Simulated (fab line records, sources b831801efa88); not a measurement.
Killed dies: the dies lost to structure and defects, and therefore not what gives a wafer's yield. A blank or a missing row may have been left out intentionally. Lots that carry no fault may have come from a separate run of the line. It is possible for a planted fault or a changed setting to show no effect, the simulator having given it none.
One fault seen from 2 desks	flow gf180mcu	what lay behind the numbers comes last; until then each desk has only its own

== THE TOOL OWNER'S DESK: wet bench-04 ==
The tool's own readings at GF_DUAL_GATE_WET_ETCH_12 (etches SiO2 in dHF, target depth 13 nm, time 260 s): means of the sampled wafers that have a number, for each lot that ran on this tool. The brackets show how far a lot's mean lies from the usual mean; more than 4 standard deviations puts the lot out of limits, marked OUT.
Columns: A = bath heat duty pct at GF_DUAL_GATE_WET_ETCH_12, usual 6.2 %; B = temp c at GF_DUAL_GATE_WET_ETCH_12, usual 25.00 C
lot	first seen here	A	B
L251	day 10 21:23	0.0 (-8.4) OUT	10.98 (-99 or more) OUT
L260	day 13 22:38	5.4	24.98
This desk's finding: out of limits on L251; first on L251, day 10 21:23 (bath heat duty pct at GF_DUAL_GATE_WET_ETCH_12). L260 stayed within limits.

== METROLOGY DESK ==
What the gauges read, lot by lot, whatever tool the lot ran on: means of the sampled wafers that have a number. The brackets show how far a lot's mean lies from the usual mean; more than 4 standard deviations puts the lot out of limits, marked OUT.
Columns: A = DUAL_GATE_OXIDATION_00_THK at GF_DUAL_GATE_THK_MEAS_03, usual 10.61 nm; B = DUAL_GATE_OVL at GF_DUAL_GATE_OVL_MEAS_11, usual 1.1 nm; C = POLY_GATE_CVD_00_THK at GF_POLY_GATE_THK_MEAS_01, usual 200.3 nm; D = cd nm at GF_POLY_GATE_CD_MEAS_10, usual 280.1 nm; E = POLY_GATE_OVL at GF_POLY_GATE_OVL_MEAS_11, usual -2 nm; F = POLY_GATE_OXIDATION_THK at GF_POLY_GATE_THK_MEAS_17, usual 4.00 nm; G = cd nm at GF_POLY_GATE_CD_MEAS_18, usual 280.0 nm
lot	first seen here	A	B	C	D	E	F	G
L242	day 7 16:32	10.78	1.0	203.5	280.8	1	3.90	279.0
L251	day 10 02:57	10.59	0.1	202.6	277.9	3	3.97	279.2
L255	day 11 12:26	10.37	1.9	198.2	280.2	2	3.97	278.6
L260	day 13 02:29	10.92	1.5	200.7	277.6	-5	4.14	278.1
L262	day 13 15:43	10.46	0.0	199.1	279.4	0	3.99	278.5
This desk's verdict: no lot among the 5 shows anything out of limits.

== ALL TOGETHER ==
At day 10 21:23, on L251, the tool owner's desk was in a position to raise an alarm.
Nothing out of limits was seen by the metrology desk.
The metrology desk holds a record of L251, inside its limits.
The lots listed all ran GF_DUAL_GATE_WET_ETCH_12 on wet bench-04.

== WHAT THE SIMULATOR HAD PUT IN ==
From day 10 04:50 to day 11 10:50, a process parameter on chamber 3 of wet bench-04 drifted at GF_DUAL_GATE_WET_ETCH_12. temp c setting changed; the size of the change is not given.
Shown lots that were struck: L251.
Hours from the fault's start to each desk's first reading out of limits: the tool owner's desk, 17.
